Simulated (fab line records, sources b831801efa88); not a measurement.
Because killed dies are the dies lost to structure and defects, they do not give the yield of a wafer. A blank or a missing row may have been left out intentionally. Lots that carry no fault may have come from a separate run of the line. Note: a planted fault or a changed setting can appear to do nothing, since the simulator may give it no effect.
Matching of chambers :: flow gf180mcu :: cmp-02 running GF_STI_CMP_25: 4 sister chambers
The step polishes, stops on Si3N4, t overpolish 33 s, target thk 524.6 nm. 4 wafers are shown with their chamber, then 7 later ones without.

== WAFERS, EACH WITH ITS CHAMBER ==
wafer: L525.1
chamber: 3
motor_current_A (A): 11.0

wafer: L525.2
chamber: 1
motor_current_A (A): 12.0

wafer: L526.1
chamber: 0
motor_current_A (A): 12.9

wafer: L526.3
chamber: 2
motor_current_A (A): 13.7

== WAFERS WITH NO CHAMBER GIVEN ==
wafer: L526.6
motor_current_A (A): 12.5

wafer: L534.3
motor_current_A (A): 11.8

wafer: L534.5
motor_current_A (A): 13.3

wafer: L534.6
motor_current_A (A): 10.9

wafer: L536.3
motor_current_A (A): 12.6

wafer: L536.6
motor_current_A (A): 12.2

wafer: L537.5
motor_current_A (A): 11.8

== THE CHAMBER EACH PASSED THROUGH ==
wafer: L526.6
from the rows above: can't be placed: 0 or 1
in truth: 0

wafer: L534.3
from the rows above: 1
in truth: 1

wafer: L534.5
from the rows above: can't be placed: 2 or 0
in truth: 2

wafer: L534.6
from the rows above: 3
in truth: 3

wafer: L536.3
from the rows above: can't be placed: 0 or 1
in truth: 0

wafer: L536.6
from the rows above: can't be placed: 1 or 0
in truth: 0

wafer: L537.5
from the rows above: 1
in truth: 1
3 of 7 placed correctly. Not placeable from these rows: 4 (in 4, the candidates include the true chamber). Wrongly placed: 0.
How it was worked out, from the rows above alone: a wafer's distance from a chamber is the root of the sum, over the readings, of the square of ((its reading less the chamber's mean) divided by the reading's scatter). The wafer belongs to the nearest chamber; if the next one is less than 2 further off, it can't be placed. The mean given for a chamber averages the wafers shown for that chamber. The scatter (one wafer shown for each chamber): square how far every hidden wafer sits from the nearest shown wafer, average those squares and take the square root.
